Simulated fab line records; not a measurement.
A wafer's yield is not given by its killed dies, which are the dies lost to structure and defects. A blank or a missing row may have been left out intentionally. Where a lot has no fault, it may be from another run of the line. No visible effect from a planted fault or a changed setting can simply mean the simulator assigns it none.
Comparing a struck lot with a sound one ; flow sky130 ; 19 out of 708 route steps
Sound: these wafers, L644.1, L644.3, L644.5. Wafers L662.1, L662.4, L662.5 were the ones struck. Last of all comes the cause.
For every step that has rows: the tool of each side, followed by ch and its chambers, followed by its first start. Under that, the readings that differ: sound wafers ; struck wafers ; difference of the means ; sigmas: that difference in standard deviations of wafers without a fault.
alike: readings with means less than 2 such deviations apart, plus words and numbers identical on both sides. not compared: withheld readings, readings lacking a value on some wafer, bounds such as >300 that could conceal the same value, and numbers that have no deviation in the record and whose values overlap.
Wherever a step has rows on one side only, a row that says differs or no value, or a row with sigmas, the two part there. Numbers that don't overlap but have no deviation are shown without sigmas and don't part them. A reading missing from all wafers of one side parts the sides only when that side holds two or more wafers.

first, 6 steps without rows for these wafers: SKY_VT_ADJUST_PCH_HMDS_01 (prime time 60 s); SKY_VT_ADJUST_PCH_COAT_02 (resist thk 3000 nm); SKY_VT_ADJUST_PCH_SOFTBAKE_03; SKY_VT_ADJUST_PCH_EXPOSE_04 (exposes mask NWM, target cd 840 nm); SKY_VT_ADJUST_PCH_PEB_05; SKY_VT_ADJUST_PCH_DEVELOP_06 (develop time 60 s).
SKY_VT_ADJUST_PCH_OVL_MEAS_07:
  sound on overlay-02 at day 10 21:56; struck on overlay-02 at day 16 19:43
  alike: VT_ADJUST_PCH_OVL
following that, these wafers have no rows for 1 step: SKY_VT_ADJUST_PCH_IMPLANT_08.
SKY_VT_ADJUST_PCH_STRIP_09: strips in O2/N2.
  sound on plasma-asher-01 ch 0,1, day 10 22:07; struck on plasma-asher-03 ch 0,1, day 16 19:54
  alike: drypump-motor-current-A, oes-product-au, strip-time-to-endpoint-s
  not compared: rf-hours-counter-h
SKY_VT_ADJUST_PCH_TW_MEAS_10:
  sound on film-metro-04 at day 10 22:13; struck on film-metro-02 at day 16 20:00
  alike: VT_ADJUST_PCH_TW
then, 2 steps without rows for these wafers: SKY_SONOS_TUNNEL_DEHYDRATE_00 (time 60 s); SKY_SONOS_TUNNEL_HMDS_01 (prime time 60 s).
SKY_SONOS_TUNNEL_COAT_02: resist thk 1140 nm.
  sound on litho-track-02 ch 0, day 11 09:22; struck on litho-track-04 ch 0, day 17 10:16
reading;sound;struck;difference;sigmas
spin-speed-rpm (rpm);3002.1 3000.4 2998.4;3435.4 3433.5 3435.3;+434.4;+99 or more
model.NOVOLAK_of_SONOS_TUNNEL_COAT_02.thk-nm (nm);1132 1133 1132;1071 1071 1070;-62;
then, 3 steps without rows for these wafers: SKY_SONOS_TUNNEL_SOFTBAKE_03 (time 60 s); SKY_SONOS_TUNNEL_EXPOSE_04 (exposes mask TUNM, target cd 410 nm); SKY_SONOS_TUNNEL_PEB_05.
SKY_SONOS_TUNNEL_DEVELOP_06: develop time 60 s.
  sound on litho-track-04 ch 0, day 11 20:13; struck on litho-track-02 ch 0, day 18 00:46
reading;sound;struck;difference;sigmas
model.NOVOLAK_of_SONOS_TUNNEL_COAT_02.thk-nm (nm);1132 1133 1132;1071 1071 1070;-62;
SKY_SONOS_TUNNEL_CD_MEAS_07: target cd 410 nm.
  sound on cd-sem-01 at day 11 20:22; struck on cd-sem-02 at day 18 00:55
reading;sound;struck;difference;sigmas
cd-nm (nm);409.5 409.3 411.1;416.6 418.2 417.0;+7.3;+3
SKY_SONOS_TUNNEL_OVL_MEAS_08:
  sound on overlay-01 at day 11 20:29; struck on overlay-02 at day 18 01:02
  alike: SONOS_TUNNEL_OVL

== WHERE THEY PART ==
Last at SKY_SONOS_TUNNEL_CD_MEAS_07 as far as this record goes, first at SKY_SONOS_TUNNEL_COAT_02. Later steps at which nothing parts them and some readings are alike: SKY_SONOS_TUNNEL_OVL_MEAS_08.

WHY: what had been put in by the simulator
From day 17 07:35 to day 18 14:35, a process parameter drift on litho-track-04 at SKY_SONOS_TUNNEL_COAT_02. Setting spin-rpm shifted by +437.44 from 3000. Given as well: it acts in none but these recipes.
